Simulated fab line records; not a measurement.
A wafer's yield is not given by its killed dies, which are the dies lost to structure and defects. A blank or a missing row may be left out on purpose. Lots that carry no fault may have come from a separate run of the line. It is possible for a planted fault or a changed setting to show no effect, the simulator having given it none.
fab line records ; flow sky130
record: lots: 6; wafers: 18; last-day: 50
route steps=708 shown FIELD_ISO@21 NWELL@32 DNWELL@35
lots untouched by any fault: they come from a run of this same line in which no faults occurred
start-h: start of the lot's first displayed wafer, in hours after the record's first day ; wait-h: how many hours have passed since the lot's step before this one ; " the same as in the row above ; L1.1+2: one row covering several wafers at once ; - either no value or no given start ; * or withheld: withheld ; < > ~ a bound
route shown NAME@n: names a module that has steps shown in the file, with the first one's number in the route ; usual: average and standard deviation across the fault-free wafers ; same: alike in all rows ; chamber/n: place in a boat ; sites: per-site readings ; _std_site: the values' standard deviation ; _edge_site: the outer-site mean with the inner-site mean subtracted ; radius-mm: how far each site lies from the wafer's centre ; mask NAME#n: copy n ; behind: the most recent tool/chamber to have shaped the wafer ; hold: why the lot was held/for how many hours/how that ended ; device: whichever transistor did not switch (one of n, p or np) ; end of line: the same wafers' tests at the end of the route ; a step without rows: its recipe alone ; killed: the dies lost at the first sort to structure and to defects; this is not the yield of the wafer ; map: a wafer's dies, x killed, . not, _ none there
set.NAME: the setting as run; set.NAME@STEP: as run at that earlier step ; model.NAME: the simulator's own value behind a step, which no gauge read
lots seen at some steps along the route; tables by step, rows by wafer
services: the hour from which a tool's chamber was out of use, counted from the record's first day as start-h (under 0 if before that day), plus the number of hours and why
== steps ==
step: SKY_FIELD_ISO_CLEAN_20
recipe: chemistry: dHF; time-s: 20; dilution: 100:1
step: SKY_FIELD_ISO_WET_ETCH_21
recipe: chemistry: dHF; dilution: 100:1; target-depth-nm: 20; dry: ipa-marangoni; target: SiO2; temp-c: 25; time-s: 400
step: SKY_FIELD_ISO_OXIDATION_22
recipe: temp-c: 950; ambient: O2; stabilise-s: 600; purge-s: 300; target-thk-a: 100; ox-time-s: 623
step: SKY_FIELD_ISO_THK_MEAS_23
recipe: reads: SiO2_of_FIELD_ISO_OXIDATION_22
usual: FIELD_ISO_OXIDATION_01_THK: 10.00/0.18
lot.wafer;tool;chamber;start-h;wait-h;FIELD_ISO_OXIDATION_01_THK[nm]
L536.3;film-metro-01;-;29.78;0.0;10.05
L536.4;film-metro-01;-;29.78;0.0;9.84
L536.5;film-metro-01;-;29.78;0.0;10.04
L540.2;film-metro-01;-;52.25;0.0;10.02
L540.5;film-metro-01;-;52.25;0.0;10.12
L540.6;film-metro-01;-;52.25;0.0;9.99
L547.2;film-metro-03;-;90.42;0.0;10.18
L547.5;film-metro-03;-;90.42;0.0;10.18
L547.6;film-metro-03;-;90.42;0.0;10.20
L557.1;film-metro-02;-;140.00;0.0;10.01
L557.2;film-metro-02;-;140.00;0.0;10.04
L557.3;film-metro-02;-;140.00;0.0;10.09
L558.1;film-metro-02;-;146.57;0.0;10.06
L558.3;film-metro-02;-;146.57;0.0;10.15
L558.5;film-metro-02;-;146.57;0.0;10.07
L559.1;film-metro-02;-;153.02;0.0;9.82
L559.3;film-metro-02;-;153.02;0.0;9.87
L559.6;film-metro-02;-;153.02;0.0;9.99
step: SKY_FIELD_ISO_CVD_24
recipe: material: SiO2; target-thk-nm: 595; temp-c: 650; sigma-open-frac: 0.3; time-s: 99.2; sih4-flow-sccm: 60; pressure-mtorr: 6
step: SKY_FIELD_ISO_THK_MEAS_25
recipe: reads: SiO2_of_FIELD_ISO_CVD_24
usual: FIELD_ISO_CVD_24_THK: 594/5.3
lot.wafer;tool;chamber;start-h;wait-h;FIELD_ISO_CVD_24_THK[nm]
L536.3;film-metro-01;-;29.91;0.1;587
L536.4;film-metro-01;-;29.91;0.1;594
L536.5;film-metro-01;-;29.91;0.1;589
L540.2;film-metro-01;-;52.38;0.0;595
L540.5;film-metro-01;-;52.38;0.0;605
L540.6;film-metro-01;-;52.38;0.0;589
L547.2;film-metro-03;-;90.55;0.0;600
L547.5;film-metro-03;-;90.55;0.0;594
L547.6;film-metro-03;-;90.55;0.0;595
L557.1;film-metro-03;-;140.13;0.0;593
L557.2;film-metro-03;-;140.13;0.0;590
L557.3;film-metro-03;-;140.13;0.0;589
L558.1;film-metro-01;-;146.70;0.0;605
L558.3;film-metro-01;-;146.70;0.0;594
L558.5;film-metro-01;-;146.70;0.0;593
L559.1;film-metro-03;-;153.15;0.0;602
L559.3;film-metro-03;-;153.15;0.0;600
L559.6;film-metro-03;-;153.15;0.0;596
step: SKY_FIELD_ISO_ANNEAL_26
recipe: temp-c: 1000; time-s: 1800; ambient: N2
step: SKY_FIELD_ISO_CMP_27
recipe: stop-on: Si3N4; t-overpolish-s: 16; down-force-psi: 4; platen-rpm: 60; target-thk-nm: 457.8; pad-velocity-m-s: 0.94248
usual: motor-current-A: 12.0/1.7; overpolish-run-s: 15.999/0.008; platen-rpm: 60.00/0.042; time-to-endpoint-s: 111/3.4
lot.wafer;tool;chamber;start-h;wait-h;motor-current-A;overpolish-run-s;platen-rpm;time-to-endpoint-s
L536.3;cmp-01;2;31.77;0.1;13.2;16.002;60.04;103
L536.4;cmp-01;0;31.77;0.1;10.0;15.985;60.02;108
L536.5;cmp-01;2;31.77;0.1;13.9;15.999;59.94;104
L540.2;cmp-01;2;54.58;0.1;14.0;16.000;60.04;110
L540.6;cmp-01;1;54.58;0.1;12.6;15.996;60.12;116
L540.5;cmp-01;2;54.58;0.1;12.4;16.003;60.01;113
L547.2;cmp-01;2;94.35;0.1;13.2;15.988;59.98;109
L547.6;cmp-01;1;94.35;0.1;13.1;16.006;59.97;114
L547.5;cmp-01;2;94.35;0.1;13.3;15.996;60.01;111
L557.3;cmp-02;2;141.69;0.0;13.7;16.007;60.02;112
L557.2;cmp-02;3;141.69;0.0;13.5;16.002;59.98;114
L557.1;cmp-02;1;141.69;0.0;13.4;16.006;59.93;108
L558.1;cmp-01;1;150.93;0.1;12.1;15.991;60.04;115
L558.3;cmp-01;2;150.93;0.1;14.2;15.998;59.97;106
L558.5;cmp-01;3;150.93;0.1;9.2;16.020;60.01;113
L559.3;cmp-02;2;156.01;0.1;13.6;15.994;60.00;113
L559.1;cmp-02;3;156.01;0.1;13.8;15.986;60.02;112
L559.6;cmp-02;1;156.01;0.1;13.1;15.992;60.03;109
step: SKY_FIELD_ISO_WET_ETCH_28
recipe: chemistry: dHF; target-depth-nm: 23.7; target: SiO2; dilution: 10:1; temp-c: 25; time-s: 47
step: SKY_FIELD_ISO_WET_ETCH_29
recipe: chemistry: H3PO4; target-depth-nm: 160; target: Si3N4; temp-c: 160; time-s: 1825
step: SKY_FIELD_ISO_WET_ETCH_30
recipe: chemistry: dHF; target-depth-nm: 25; target: SiO2; dilution: 10:1; temp-c: 25; time-s: 50
step: SKY_NWELL_CLEAN_00
recipe: chemistry: SC1/SC2; mix: 1:4:20; temp-c: 70; time-s: 150; dry: n2-spin
step: SKY_NWELL_OXIDATION_01
recipe: temp-c: 900; ambient: O2; stabilise-s: 600; purge-s: 300; target-thk-a: 100; ox-time-s: 1418
usual: ox-temp-c: 900.0/0.43; ox-temp-c-max: 905.2/1.2
lot.wafer;tool;chamber;start-h;wait-h;ox-temp-c;ox-temp-c-max
L536.3;furnace-01;0;32.67;0.0;899.2;902.9
L536.4;furnace-01;0;32.67;0.0;899.8;904.7
L536.5;furnace-01;0;32.67;0.0;899.4;904.5
L540.2;furnace-02;0;55.44;0.0;900.3;906.2
L540.5;furnace-02;0;55.44;0.0;899.7;904.3
L540.6;furnace-02;0;55.44;0.0;899.6;906.0
L547.2;furnace-02;0;96.63;1.4;900.3;906.4
L547.5;furnace-02;0;96.63;1.4;900.4;905.8
L547.6;furnace-02;0;96.63;1.4;900.1;906.4
L557.1;furnace-02;-;142.65;0.0;-;-
L557.2;furnace-02;-;142.65;0.0;-;-
L557.3;furnace-02;-;142.65;0.0;-;-
L558.1;furnace-01;-;153.02;0.8;-;-
L558.3;furnace-01;-;153.02;0.8;-;-
L558.5;furnace-01;-;153.02;0.8;-;-
L559.1;furnace-02;0;159.21;2.3;900.1;905.6
L559.3;furnace-02;0;159.21;2.3;900.0;906.2
L559.6;furnace-02;0;159.21;2.3;901.1;905.3
step: SKY_DNWELL_DEHYDRATE_00
recipe: temp-c: 200; time-s: 60
== services ==
tool;chamber;start-h;hours;kind
cmp-02;-;14.51;1.3;repair
cmp-02;-;14.85;5.4;repair
cmp-02;-;23.30;1.0;repair
cmp-01;-;28.54;1.4;repair
cmp-02;-;31.30;4.3;pm
furnace-02;-;42.70;0.9;pm
cmp-02;-;64.00;4.0;pm
cmp-02;-;68.00;-;consumable-replace:conditioner
cmp-02;-;68.00;-;consumable-replace:pad
cmp-01;-;71.52;0.9;repair
cmp-01;-;71.85;1.1;repair
cmp-02;-;95.06;4.3;repair
cmp-01;-;115.92;8.3;pm
cmp-01;-;125.21;14.4;repair
furnace-01;-;144.97;3.8;pm
cmp-02;-;148.09;5.9;pm
furnace-01;-;157.43;4.1;pm
== key ==
first-sign: step: SKY_NWELL_OXIDATION_01; reading: tool-record; direction: missing
effect none on later readings
met-at SKY_NWELL_OXIDATION_01
struck-wafers L557.1,L557.2,L557.3,L558.1,L558.3,L558.5
later-rows-left-out L557.1,L557.2,L557.3,L558.1,L558.3,L558.5
sort-left-out L557.1,L557.2,L557.3,L558.1,L558.3,L558.5
tester-left-out L557,L558
onset-between 96.63 142.65
fault: kind: skipped-step-whole; tool: furnace-01,furnace-02; chamber: -; onset-h: 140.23; steps: SKY_NWELL_OXIDATION_01; scope: struck-lots-only
tester-left-out: of these lots the tester's yield and bins aren't shown, on N5 and GAA mostly nor the transistor test; their killed dies are dies lost to structure and defects alone, not to doping, threshold or leakage, so they don't give the yield
sort-left-out: the simulated sort isn't trusted on such a fault, so these wafers' sort isn't shown, and their yield isn't known
later-rows-left-out: the simulator's readings of these wafers behind a module that went badly wrong aren't trusted and aren't shown, but for the sort
